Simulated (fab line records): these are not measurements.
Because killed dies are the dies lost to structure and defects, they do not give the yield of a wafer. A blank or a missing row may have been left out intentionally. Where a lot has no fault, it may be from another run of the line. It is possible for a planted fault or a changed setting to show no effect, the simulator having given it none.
Split-lot experiment | flow sky130 | on a route of 708 steps: 5 lots, 23 wafers read

== THE SPLIT ==
At SKY_METAL3_EXPOSE_10 (exposes mask MM3, target cd 300 nm), the setting doseMj was moved away from the recipe's 28 on 7 of the 23 wafers read, by -7.5% to +2.2%. For the rest of the wafers, this setting stayed at what the recipe calls for.

== FROM THE SPLIT TO THE READING: what the file shows between them, 2 steps ==
- SKY_METAL3_PEB_11
- SKY_METAL3_DEVELOP_12: develop time 60 s

== THE READING ==
cdNm (nm) at SKY_METAL3_CD_MEAS_13, where the cd target is 300 nm. Typical for fault-free wafers on this fab line: 300.2 nm, with standard deviation 1.3 nm.

wafer  | tool, chamber at the split | doseMj as run | against the recipe | cdNm, nm | against lot-mates on the recipe
L074.1 | krfScanner-02, 0           | 25.9          | -7.5%              | 315.4    | +14.3
L074.3 | krfScanner-02, 0           | 28            | recipe             | 301.3    | -
L074.4 | krfScanner-02, 0           | 25.9          | -7.5%              | 314.2    | +13.1
L074.5 | krfScanner-02, 0           | 25.9          | -7.5%              | 313.3    | +12.2
L074.6 | krfScanner-02, 0           | 28            | recipe             | 300.9    | -
L075.1 | krfScanner-01, 0           | 28.63         | +2.2%              | 297.5    | -4.7
L075.3 | krfScanner-01, 0           | 28            | recipe             | 302.1    | -
L075.4 | krfScanner-01, 0           | 28.63         | +2.2%              | 297.3    | -4.9
L075.5 | krfScanner-01, 0           | 28            | recipe             | 303.0    | -
L075.6 | krfScanner-01, 0           | 28            | recipe             | 301.6    | -
L078.2 | krfScanner-02, 0           | 28            | recipe             | 299.9    | -
L078.3 | krfScanner-02, 0           | 26.85         | -4.1%              | 307.8    | +7.6
L078.4 | krfScanner-02, 0           | 26.85         | -4.1%              | 307.1    | +6.9
L078.5 | krfScanner-02, 0           | 28            | recipe             | 300.4    | -
L078.6 | krfScanner-02, 0           | 28            | recipe             | 300.2    | -
L079.1 | krfScanner-02, 0           | 28            | recipe             | 300.4    | -
L079.2 | krfScanner-02, 0           | 28            | recipe             | 300.5    | -
L079.3 | krfScanner-02, 0           | 28            | recipe             | 301.4    | -
L081.2 | krfScanner-01, 0           | 28            | recipe             | 300.4    | -
L081.3 | krfScanner-01, 0           | 28            | recipe             | 300.3    | -
L081.4 | krfScanner-01, 0           | 28            | recipe             | 300.4    | -
L081.5 | krfScanner-01, 0           | 28            | recipe             | 299.8    | -
L081.6 | krfScanner-01, 0           | 28            | recipe             | 299.6    | -

THE FIT
A straight line over all 23 wafers: cdNm changes by -1.76 nm for each +1% of doseMj; r = -0.99; the points scatter about the line by 0.88 nm.
The same after taking each lot's own level away (the mean of its wafers on the recipe; 23 wafers): -1.79 nm for each +1%; r = -0.99; scatter 0.54 nm.
That fit puts the effect of the largest move of doseMj on the reading at 13 nm.
Measured against the standard deviation above, the lots' own levels, which go from 300.10 to 302.23 nm, span 1.6 times it.
Hence the lot-to-lot level has little effect on the slope; both slopes agree.
Check: for one of the wafers moved furthest among these (-7.5%), held out of the fit, the line's prediction against its lot-mates is +13 nm. It came out at +14.3 nm against them.

== OTHER SPLITS ON THESE WAFERS ==
These wafers also went through other splits before the reading. Each is held against what the fit with the lots' levels taken away leaves over:
other split on the same wafers | wafers away from the commonest value | r with cdNm (lot level and that fit taken away)
SKY_CAPM_COAT_07 spinRpm       | 5                                    | +0.11

== THE WHOLE CHAIN: every reading that the file lists as answering this split, in the file's order ==
step                  | what it does                                                         | reading                                                      | change (the file's fit)              | r (the file's)
SKY_METAL3_CD_MEAS_13 | target cd 300 nm                                                     | cdNm                                                         | -1.79 nm for each +1% of the setting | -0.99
SKY_METAL3_DESCUM_15  | chemistry O2, time 8 s                                               | METAL3.cdNm (the simulator's own value, which no gauge read) | -1.77 nm for each +1% of the setting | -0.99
SKY_METAL3_ETCH_16    | etches BARC in N2/H2, stops on SiO2, time 88.2 s, target depth 60 nm | METAL3.cdNm (the simulator's own value, which no gauge read) | -1.64 nm for each +1% of the setting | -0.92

== THE FILE'S OWN FIT ==
cdNm changes by -1.79 nm for each +1% of doseMj, r = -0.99.
